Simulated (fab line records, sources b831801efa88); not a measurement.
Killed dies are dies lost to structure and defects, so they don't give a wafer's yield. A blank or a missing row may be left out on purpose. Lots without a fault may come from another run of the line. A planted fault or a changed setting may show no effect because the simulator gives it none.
fab line records | flow gf180mcu
record lots=5 wafers=15 last_day=34
route steps=602 shown M3@413 PASSIVATION@602
lots that met no fault: from a run of the same line without faults
start_h: hours from the record's first day to the start of the lot's first wafer shown | wait_h: hours since the lot's step before | " the same as in the row above | L1.1+2: a row that stands for several wafers | - no value, or no start given | * or withheld: withheld | < > ~ a bound
route shown NAME@n: a module of which the file shows steps, and the number in the route of the first | usual: mean/standard deviation of fault-free wafers | same: alike in all rows | chamber/n: place in a boat | sites: the reading at each site | _std_site: their standard deviation | _edge_site: outer sites' mean less inner sites' | radius_mm: how far each site lies from the wafer's centre | mask NAME#n: copy n | behind: the tool/chamber that last shaped the wafer | hold: why the lot was held/for how many hours/how that ended | device: the transistor (n, p or np) that didn't switch | end of line: the same wafers' tests at the end of the route | a step without rows: its recipe alone | killed: dies lost to structure and defects at the first sort, not the wafer's yield | map: a wafer's dies, x killed, . not, _ none there
set.NAME: the setting as run; set.NAME@STEP: as run at that earlier step | model.NAME: the simulator's own value behind a step, which no gauge read
lots at some steps of the route; a table a step, a row a wafer
services: from which hour (start_h, from the record's first day; less than 0 if before it) a tool's chamber was out of use, for how many hours, and why
## steps
# step GF_M3_SPUTTER_04
# recipe material=TiN target_thk_nm=50 power_w=6500 time_s=41.7 chamber_pressure_pa=0.4
# usual cathode_dc_power_W=6500.1/1.3 throttle_valve_pct=30.3/0.66
# columns lot.wafer tool chamber start_h wait_h cathode_dc_power_W throttle_valve_pct
L487.1 pvd_sputter-04 - 510.56 0.0 6499.9 30.3
L487.2 " - " " 6498.7 30.6
L487.4 " - " " 6500.2 29.8
L490.1 pvd_sputter-03 - 536.99 0.0 6501.2 30.6
L490.2 " - " " 6500.0 29.4
L490.6 " - " " 6500.5 30.3
L499.1 pvd_sputter-03 - 608.36 0.0 6499.8 29.4
L499.3 " - " " 6500.4 29.7
L499.6 " - " " 6498.5 29.5
L502.4 pvd_sputter-01 - 629.72 0.0 6500.1 30.1
L502.5 " - " " 6500.1 32.2
L502.6 " - " " 6498.4 29.2
L503.2 pvd_sputter-03 - 633.92 0.0 6500.3 30.9
L503.3 " - " " 6500.4 30.2
L503.5 " - " " 6500.2 29.2
# step GF_M3_RS_MEAS_05
# recipe thk_meas_gauge=four-point-probe reads=TiN_of_M3_SPUTTER_04+Ti_of_M3_SPUTTER_03+AlCu_of_M3_SPUTTER_02+TiN_of_M3_SPUTTER_01+Ti_of_M3_SPUTTER_00
# usual M3_ALCU_RS=0.0695/0.00054
# columns lot.wafer tool chamber start_h wait_h M3_ALCU_RS[ohm/sq]
L487.1 film_metro-03 - 510.60 0.0 0.0694
L487.2 " - " " 0.0695
L487.4 " - " " 0.0688
L490.1 film_metro-04 - 537.03 0.0 0.0693
L490.2 " - " " 0.0686
L490.6 " - " " 0.0693
L499.1 film_metro-02 - 608.40 0.0 0.0701
L499.3 " - " " 0.0701
L499.6 " - " " 0.0706
L502.4 film_metro-02 - 629.82 0.1 0.0701
L502.5 " - " " 0.0697
L502.6 " - " " 0.0701
L503.2 film_metro-02 - 633.98 0.0 0.0694
L503.3 " - " " 0.0701
L503.5 " - " " 0.0692
# step GF_M3_THK_MEAS_06
# recipe thk_meas_gauge=xrf reads=AlCu_of_M3_SPUTTER_02
# usual M3_ALCU_THK=442/3.9
# columns lot.wafer tool chamber start_h wait_h M3_ALCU_THK[nm]
L487.1 film_metro-03 - 510.72 0.1 440
L487.2 " - " " 441
L487.4 " - " " 444
L490.1 film_metro-04 - 537.15 0.1 442
L490.2 " - " " 446
L490.6 " - " " 445
L499.1 film_metro-02 - 608.52 0.1 439
L499.3 " - " " 439
L499.6 " - " " 435
L502.4 film_metro-02 - 629.91 0.1 440
L502.5 " - " " 445
L502.6 " - " " 439
L503.2 film_metro-02 - 634.09 0.1 444
L503.3 " - " " 441
L503.5 " - " " 446
# step GF_M3_DEHYDRATE_07
# recipe temp_c=200 time_s=60
# step GF_M3_HMDS_08
# recipe prime_time_s=60 prime_temp_c=120
# step GF_M3_COAT_09
# recipe resist=KrF spin_rpm=withheld resist_thk_nm=1000
# step GF_M3_SOFTBAKE_10
# recipe temp_c=130 time_s=60 resist=KrF
# step GF_M3_EXPOSE_11
# recipe mask_id=Metal3 target_cd_nm=280 na=0.68 source_shape=conventional sigma_outer=0.6 dose_mj=28
# step GF_M3_PEB_12
# recipe peb_temp_c=135 peb_time_s=90 resist=KrF
# step GF_M3_DEVELOP_13
# recipe develop_time_s=60 dev_temp_c=21
# step GF_M3_CD_MEAS_14
# recipe target_cd_nm=280
# usual cd_nm=280.2/1.4
# columns lot.wafer tool chamber start_h wait_h cd_nm
L487.1 cd_sem-02 - 533.52 0.1 277.9
L487.2 " - " " 277.8
L487.4 " - " " 277.0
L490.1 cd_sem-01 - 559.37 0.1 280.1
L490.2 " - " " 280.0
L490.6 " - " " 279.9
L499.1 cd_sem-02 - 628.82 0.1 278.6
L499.3 " - " " 278.2
L499.6 " - " " 277.3
L502.4 cd_sem-02 - 649.88 0.1 281.9
L502.5 " - " " 281.9
L502.6 " - " " 282.5
L503.2 cd_sem-02 - 653.94 0.1 281.0
L503.3 " - " " 281.0
L503.5 " - " " 281.1
# step GF_M3_OVL_MEAS_15
# usual M3_OVL=-2/5
# columns lot.wafer tool chamber start_h wait_h M3_OVL[nm]
L487.1 overlay-02 - 533.68 0.1 1
L487.2 " - " " 0
L487.4 " - " " 1
L490.1 overlay-02 - 559.49 0.1 -4
L490.2 " - " " -7
L490.6 " - " " -4
L499.1 overlay-02 - 628.94 0.1 12
L499.3 " - " " 8
L499.6 " - " " 9
L502.4 overlay-01 - 649.96 0.1 -2
L502.5 " - " " -9
L502.6 " - " " -5
L503.2 overlay-01 - 654.05 0.1 -3
L503.3 " - " " -5
L503.5 " - " " -4
# step GF_M3_METAL_ETCH_16
# recipe chemistry=Cl2/BCl3 mask_material=KrF target_depth_nm=627.5 stop_on=SiO2 pressure_mtorr=8 icp_w=800 bias_w=140 Cl2_flow_sccm=80 bcl3_flow_sccm=40 time_s=104.6
# usual drypump_motor_current_A=5.59/0.19 he_backside_leak_sccm=3.47/0.2 oes_product_au=0.974/0.0058 run_length_s=132.7/0.34 throttle_valve_pct=28.247/0.0093
# columns lot.wafer tool chamber start_h wait_h drypump_motor_current_A he_backside_leak_sccm oes_product_au rf_hours_counter_h run_length_s throttle_valve_pct model.etch.depth_nm model.M3.feature_depth_nm model.KrF_of_M3_COAT_09.thk_nm
L487.1 rie_metal-02 0 533.71 0.0 5.64 3.75 0.977 4 132.4 28.254 604.1 604.1 730.3
L487.2 " 1 " " 5.65 3.13 1.014 0 121.3 28.213 569.5 569.5 755.8
L487.4 " 0 " " 5.65 3.61 0.968 - 132.5 28.238 607.6 607.6 728.8
L490.1 rie_metal-01 1 559.52 0.0 5.73 3.39 0.969 9 133.3 28.243 606.2 606.2 737.8
L490.2 " 0 " " 5.41 3.96 0.978 9 132.5 28.238 610.7 610.7 733.8
L490.6 " 1 " " 5.74 3.45 0.977 - 133.3 28.256 607.1 607.1 732.8
L499.1 rie_metal-01 0 628.98 0.0 5.42 3.37 0.972 11 133.2 28.248 599.6 599.6 732.6
L499.3 " 0 " " 5.43 3.51 0.976 - 132.6 28.246 600 600 729.8
L499.6 " 1 " " 5.79 3.49 0.968 - 132.8 28.239 597.3 597.3 732.3
L502.4 rie_metal-02 1 650.01 0.0 5.67 3.30 0.971 - 133.0 28.264 599.5 599.5 738.2
L502.5 " 0 " " 5.64 3.53 0.980 - 132.6 28.253 602.2 602.2 735.7
L502.6 " 1 " " 5.66 3.26 0.973 - 133.0 28.234 599.7 599.7 738.1
L503.2 rie_metal-02 1 654.08 0.0 5.64 3.20 0.978 4 133.1 28.237 602.7 602.7 732.8
L503.3 " 1 " " 5.63 3.28 0.967 - 132.7 28.262 598.6 598.6 731.6
L503.5 " 0 " " 5.63 3.72 0.982 - 132.6 28.239 604.2 604.2 733.1
# step GF_M3_STRIP_17
# recipe chemistry=O2/N2 power_w=1400 pressure_mtorr=1500 platen_temp_c=250 o2_flow_sccm=3000 n2_flow_sccm=300 overash_fraction=0.5
# usual drypump_motor_current_A=6.1/0.46 heater_power_w=335/17 oes_product_au=0.557/0.0045 strip_time_to_endpoint_s=7.86/0.032
# columns lot.wafer tool chamber start_h wait_h drypump_motor_current_A heater_power_w oes_product_au rf_hours_counter_h strip_time_to_endpoint_s
L487.1 plasma_asher-04 1 533.83 0.1 6.5 364 0.558 10 7.83
L487.2 " 0 " " 6.3 340 0.555 10 8.08
L487.4 " 0 " " 6.3 328 0.551 - 7.81
L490.1 plasma_asher-01 0 559.64 0.1 6.6 339 0.553 48 7.89
L490.2 " 1 " " 6.2 336 0.557 48 7.86
L490.6 " 0 " " 6.6 329 0.558 - 7.85
L499.1 plasma_asher-04 0 629.09 0.1 6.3 324 0.550 21 7.85
L499.3 " 1 " " 6.6 358 0.559 - 7.82
L499.6 " 0 " " 6.3 329 0.553 - 7.85
L502.4 plasma_asher-03 1 650.12 0.1 5.5 327 0.554 - 7.89
L502.5 " 1 " " 5.5 320 0.554 - 7.86
L502.6 " 0 " " 5.5 312 0.565 - 7.90
L503.2 plasma_asher-04 0 654.19 0.1 6.3 325 0.557 24 7.85
L503.3 " 0 " " 6.3 330 0.551 - 7.83
L503.5 " 0 " " 6.3 328 0.565 - 7.85
# step GF_M3_STRIP_18
# recipe chemistry=post_etch_residue_remover time_s=1200 temp_c=72.5
# step GF_PASSIVATION_PROBE_99
# columns lot.wafer tool chamber start_h wait_h model.etest.npoly_sal.short model.etest.diode_nwell_sub.over_limit model.etest.ring_6p0.no_ring model.etest.iso_pplus_pwell.over_limit model.etest.pmos_6p0.over_limit model.etest.nmos_3p3_min.short model.etest.ldnmos_10p0.over_limit model.etest.dnwell_pinched.short
L487.1+4 prober-02 - 709.58 0.1 0 0 0 0 0 0 0 0
L487.2 prober-02 - 709.63 0.1 1 1 1 1 1 1 1 1
L490.1+2+6 prober-01 - 730.48 0.1 0 0 0 0 0 0 0 0
L499.1+3+6 prober-01 - 786.28 0.1 0 0 0 0 0 0 0 0
L502.4+5+6 prober-01 - 803.18 0.2 0 0 0 0 0 0 0 0
L503.2+3+5 prober-01 - 805.68 0.1 0 0 0 0 0 0 0 0
# killed by level:class
L490.1 V3:geometric_particle:open=5 V1:geometric_particle:open=4 V3:geometric_particle:short=4 V5:geometric_particle:open=4 STI:geometric_particle:short=3 CONTACT:geometric_particle:short=3 V2:geometric_particle:open=3 V2:geometric_particle:short=3
L490.2 V2:geometric_particle:open=7 CONTACT:geometric_particle:open=5 V3:geometric_particle:open=5 V2:geometric_particle:short=4 V4:geometric_particle:open=4 V5:geometric_particle:open=4 CONTACT:geometric_particle:short=3 V1:geometric_particle:short=3
L490.6 V2:geometric_particle:open=7 V3:geometric_particle:open=7 V3:geometric_particle:short=4 CONTACT:geometric_particle:open=3 V4:geometric_particle:open=3 STI:geometric_particle:short=2 M1:geometric_particle:open=2 V1:geometric_particle:short=2
L499.1 STI:geometric_particle:open=4 V1:geometric_particle:open=4 V2:geometric_particle:open=4 V3:geometric_particle:open=4 V4:geometric_particle:short=4 STI:geometric_particle:short=3 CONTACT:geometric_particle:open=3 SAB:geometric_particle:open=2
L499.3 V3:geometric_particle:open=6 V5:geometric_particle:open=4 V5:geometric_particle:short=4 V4:geometric_particle:open=3 V3:geometric_particle:short=2 STI:geometric_particle:short=2 SALICIDE:geometric_particle:open=2 CONTACT:geometric_particle:open=2
L499.6 V5:geometric_particle:open=7 V2:geometric_particle:open=4 M1:geometric_particle:short=3 V3:geometric_particle:open=3 STI:geometric_particle:short=2 POLY_GATE:geometric_particle:open=2 CONTACT:geometric_particle:short=2 CONTACT:geometric_particle:open=2
L502.4 STI:geometric_particle:open=6 V4:geometric_particle:open=6 V1:geometric_particle:open=5 V2:geometric_particle:open=5 CONTACT:geometric_particle:short=4 M1:geometric_particle:short=4 CONTACT:geometric_particle:open=3 V2:geometric_particle:short=3
L502.5 CONTACT:geometric_particle:open=7 V4:geometric_particle:open=5 V5:geometric_particle:open=5 V1:geometric_particle:open=4 V3:geometric_particle:open=4 CONTACT:geometric_particle:short=3 V5:geometric_particle:short=3 STI:geometric_particle:short=2
L502.6 V2:geometric_particle:open=5 V5:geometric_particle:open=5 STI:geometric_particle:open=4 CONTACT:geometric_particle:short=4 M2:geometric_particle:short=3 V2:geometric_particle:short=3 V4:geometric_particle:open=3 CONTACT:geometric_particle:open=2
L503.2 V1:geometric_particle:open=5 V2:geometric_particle:open=5 CONTACT:geometric_particle:short=4 CONTACT:geometric_particle:open=4 V2:geometric_particle:short=4 V3:geometric_particle:open=4 M5:geometric_particle:short=4 V5:geometric_particle:open=4
L503.3 V3:geometric_particle:open=5 CONTACT:geometric_particle:open=4 V3:geometric_particle:short=4 STI:geometric_particle:short=3 STI:geometric_particle:open=3 V1:geometric_particle:open=3 V2:geometric_particle:short=3 M4:geometric_particle:short=3
L503.5 V3:geometric_particle:open=4 M5:geometric_particle:short=3 V2:geometric_particle:short=3 V2:geometric_particle:open=3 V4:geometric_particle:short=3 V4:geometric_particle:open=3 CONTACT:geometric_particle:open=2 V5:geometric_particle:short=2
## services
# columns tool chamber start_h hours kind
pvd_sputter-04 - 500.69 0.9 repair
rie_metal-02 1 513.22 - clean
rie_metal-02 1 513.22 17.3 scheduled_down
rie_metal-02 1 513.22 17.3 vent_cycle
plasma_asher-01 - 528.53 1.3 repair
plasma_asher-01 - 534.51 2.8 pm
pvd_sputter-01 - 536.18 1.1 repair
pvd_sputter-01 - 543.70 4.9 repair
pvd_sputter-04 1 554.85 - consumable_replace:kit
pvd_sputter-04 1 554.85 18.0 scheduled_down
pvd_sputter-04 1 554.85 18.0 vent_cycle
pvd_sputter-01 0 558.95 - consumable_replace:kit
pvd_sputter-01 0 558.95 18.0 scheduled_down
pvd_sputter-01 0 558.95 18.0 vent_cycle
plasma_asher-01 - 576.22 1.0 repair
pvd_sputter-01 - 581.14 27.6 repair
plasma_asher-01 - 601.26 0.9 repair
rie_metal-02 0 617.63 1.5 repair
plasma_asher-01 - 643.54 19.6 repair
pvd_sputter-01 - 644.27 8.1 repair
plasma_asher-01 - 653.60 12.7 repair
## key
first_sign step=GF_M3_METAL_ETCH_16 reading=run_length_s direction=down sigmas=33 usual=* struck=*
effect step=GF_M3_METAL_ETCH_16 reading=oes_product_au direction=up sigmas=6.8 usual=0.974 struck=1.014
effect step=GF_M3_STRIP_17 reading=strip_time_to_endpoint_s direction=up sigmas=7.1 usual=* struck=*
model_effect step=GF_M3_METAL_ETCH_16 value=etch.depth_nm without=604.7 struck=569.5
model_effect step=GF_PASSIVATION_PROBE_99 value=etest.npoly_sal.short without=0 struck=1
met_at GF_M3_METAL_ETCH_16
struck_wafers L487.2
sort_left_out L487.2
fault kind=process_parameter_drift tool=rie_metal-02 chamber=1 onset_h=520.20 steps=GF_M3_METAL_ETCH_16 channel=time_s offset=* shape=step end_h=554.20 acts_in=* stated=*
# sort_left_out: the simulated sort isn't trusted on such a fault, so these wafers' sort isn't shown, and their yield isn't known
